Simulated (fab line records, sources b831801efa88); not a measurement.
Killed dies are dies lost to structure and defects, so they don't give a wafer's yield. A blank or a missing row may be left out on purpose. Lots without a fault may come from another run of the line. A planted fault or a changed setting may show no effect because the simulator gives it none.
A struck lot beside a sound one | flow gf180mcu | 18 steps out of a route of 602
Sound: wafers L866.3, L866.5, L866.6. Struck: wafer L876.2. (L876.4, L876.6 of the same lot were not struck and are left out.) The cause comes at the end.
At each step with rows: each side's tool, then ch and its chambers, then its first start. Under that, the readings that differ: sound wafers | struck wafers | difference of the means | sigmas: that difference in standard deviations of wafers without a fault.
alike: readings whose means differ by less than 2 such deviations, and words and numbers that are the same on both sides. not compared: withheld readings, readings that some wafer has no value for, bounds like >300 that may hide the same value, and numbers for which the record gives no deviation and whose values overlap.
The two part at a step that has a row with sigmas, a row that says differs or no value, or rows on one side only. Numbers that don't overlap but have no deviation are shown without sigmas and don't part them. A reading that every wafer of one side lacks parts them only if that side has two wafers or more.

first, 3 steps without rows for these wafers: GF_V4_EXPOSE_11 (exposes mask Via4, target cd 260 nm); GF_V4_PEB_12 (peb time 90 s); GF_V4_DEVELOP_13 (develop time 60 s).
GF_V4_CD_MEAS_14: target cd 260 nm.
  sound on cd_sem-02, day 26 09:17; struck on cd_sem-01, day 29 19:43
  alike: cd_nm
GF_V4_OVL_MEAS_15:
  sound on overlay-01, day 26 09:23; struck on overlay-02, day 29 19:49
  alike: V4_OVL
GF_V4_ETCH_16: etches BARC in N2/H2.
  sound on rie_diel-04 ch 0,1,3, day 26 09:24; struck on rie_diel-04 ch 0, day 29 19:51
  alike: drypump_motor_current_A, h2_flow_sccm, n2_flow_sccm, oes_product_au, throttle_valve_pct
GF_V4_ETCH_17: etches SiO2 in C4F8/O2/Ar, stops on TiN, target depth 630 nm.
  sound on rie_diel-04 ch 0,1,3; struck on rie_diel-04 ch 0
  alike: oes_product_au
then, 3 steps without rows for these wafers: GF_V4_STRIP_18 (strips in O2/N2); GF_V4_STRIP_19 (strips in post etch residue remover, time 1200 s); GF_V4_CLEAN_20 (cleans in DIW).
GF_V4_SPUTTER_21: material Ti, target thk 15 nm, time 80.02 s.
  sound on pvd_sputter-01, day 26 10:04; struck on pvd_sputter-04, day 29 20:31
  alike: throttle_valve_pct
GF_V4_SPUTTER_22: material TiN, target thk 10 nm, time 40 s.
  sound on pvd_sputter-01, day 26 10:07; struck on pvd_sputter-04, day 29 20:35
  alike: throttle_valve_pct
GF_V4_CVD_23: deposits W, target thk 350 nm, time 104.9 s.
  sound on cvd_w-02 ch 0,1, day 26 10:12; struck on cvd_w-02 ch 0, day 29 20:37
  reading                          | sound             | struck | difference | sigmas
  model.W_of_V4_CVD_23.thk_nm (nm) | 348.1 346.3 347.8 | 307.3  | -40.1      |
  alike: heater_power_w
GF_V4_RS_MEAS_24: measures by four-point-probe.
  sound on film_metro-04, day 26 10:19; struck on film_metro-02, day 29 20:45
  reading          | sound             | struck | difference | sigmas
  V4_W_RS (ohm/sq) | 0.330 0.331 0.330 | 0.373  | +0.043     | +9
GF_V4_THK_MEAS_25: measures by xrf.
  sound on film_metro-04, day 26 10:25; struck on film_metro-02, day 29 20:52
  reading       | sound       | struck | difference | sigmas
  V4_W_THK (nm) | 352 354 355 | 318    | -36        | -6
GF_V4_CMP_26: polishes, stops on SiO2, t overpolish 15 s, target thk 0 nm.
  sound on cmp-02 ch 0,2,3, day 26 10:36; struck on cmp-02 ch 1, day 29 21:01
  reading                | sound    | struck | difference | sigmas
  time_to_endpoint_s (s) | 84 81 83 | 71     | -12        | -4
  alike: motor_current_A
GF_MIM_SPUTTER_00: material Ti, target thk 37.5 nm, time 150 s.
  sound on pvd_sputter-02, day 26 10:45; struck on pvd_sputter-02, day 29 21:13
  alike: throttle_valve_pct
GF_PASSIVATION_PROBE_99:
  the record has rows for the sound wafers here (prober-01, day 30 19:59) and none for the struck ones

WHERE THEY PART
First at GF_V4_RS_MEAS_24; last, within this record, at GF_PASSIVATION_PROBE_99.

WHY: what the simulator had put in
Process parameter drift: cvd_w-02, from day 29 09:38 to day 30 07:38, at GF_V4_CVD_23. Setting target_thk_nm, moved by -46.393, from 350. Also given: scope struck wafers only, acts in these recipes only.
